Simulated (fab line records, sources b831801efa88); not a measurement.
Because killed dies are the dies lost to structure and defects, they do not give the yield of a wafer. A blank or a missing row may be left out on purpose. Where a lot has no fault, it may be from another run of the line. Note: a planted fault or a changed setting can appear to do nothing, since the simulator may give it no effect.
What tool caused it? / flow gf180mcu / 6 lots, 17 wafers sampled, at 2 steps of a route of 602

== WHAT EACH GAUGE READ, for each wafer ==
GF_HV_LDD_CD_MEAS_07: the cd target is 400 nm.
lot=L682; measured=day 10 14:14; on=cd sem-02; cd nm (nm)=398.4 401.4 399.4
lot=L685; measured=day 11 13:50; on=cd sem-02; cd nm (nm)=399.4 400.2 399.4
lot=L687; measured=day 12 11:16; on=cd sem-01; cd nm (nm)=396.7 399.9 397.1
lot=L689; measured=day 12 19:25; on=cd sem-01; cd nm (nm)=402.7 401.9 403.2
lot=L692; measured=day 13 15:20; on=cd sem-02; cd nm (nm)=400.7 400.5 400.1
lot=L700; measured=day 15 22:47; on=cd sem-01; cd nm (nm)=423.9 422.6

== WHICH TOOL RAN EACH LOT (tool, then ch and the chambers of the sampled wafers, then the start) ==
lot=L682; GF_HV_LDD_COAT_02=litho track-01 ch 0, day 10 05:04
lot=L685; GF_HV_LDD_COAT_02=litho track-01 ch 0, day 11 04:41
lot=L687; GF_HV_LDD_COAT_02=litho track-01 ch 0, day 12 00:19
lot=L689; GF_HV_LDD_COAT_02=litho track-02 ch 0, day 12 09:19
lot=L692; GF_HV_LDD_COAT_02=litho track-03 ch 0, day 13 04:41
lot=L700; GF_HV_LDD_COAT_02=litho track-03 ch 0, day 15 11:29
- GF_HV_LDD_COAT_02: resist thk 1000 nm.

== THE ANSWER, worked out from the rows above alone ==
Rule: usual is defined by the lots themselves. The widest of any qualifying gaps counts: lots, ordered by their means at a reading, are off when they make up no more than a third of the lots, leave a main group of 4 or more, and stand apart from it by 3 or more times the standard deviation of that group's means. If all means in a main group match to the digits the tables above print for the reading, that group is not used. A lot without any number at a reading at which 4 lots or more have one is off too. Where the step has rows for the other lots, those lots are counted as sound.
Off: L700, at GF_HV_LDD_CD_MEAS_07 (cd nm). The main group: mean 400.1 nm, standard deviation 1.5.
A tool fits if, at a process step before that reading, it ran every lot that is off, and no sound lot after the first of them. Gauges at GF_HV_LDD_CD_MEAS_07: tried the same way as those tools. 2 tools fit, litho track-03 at GF_HV_LDD_COAT_02 and cd sem-01 at GF_HV_LDD_CD_MEAS_07, so this cannot tell which one it is.

== WHAT THE SIMULATOR HAD INSERTED ==
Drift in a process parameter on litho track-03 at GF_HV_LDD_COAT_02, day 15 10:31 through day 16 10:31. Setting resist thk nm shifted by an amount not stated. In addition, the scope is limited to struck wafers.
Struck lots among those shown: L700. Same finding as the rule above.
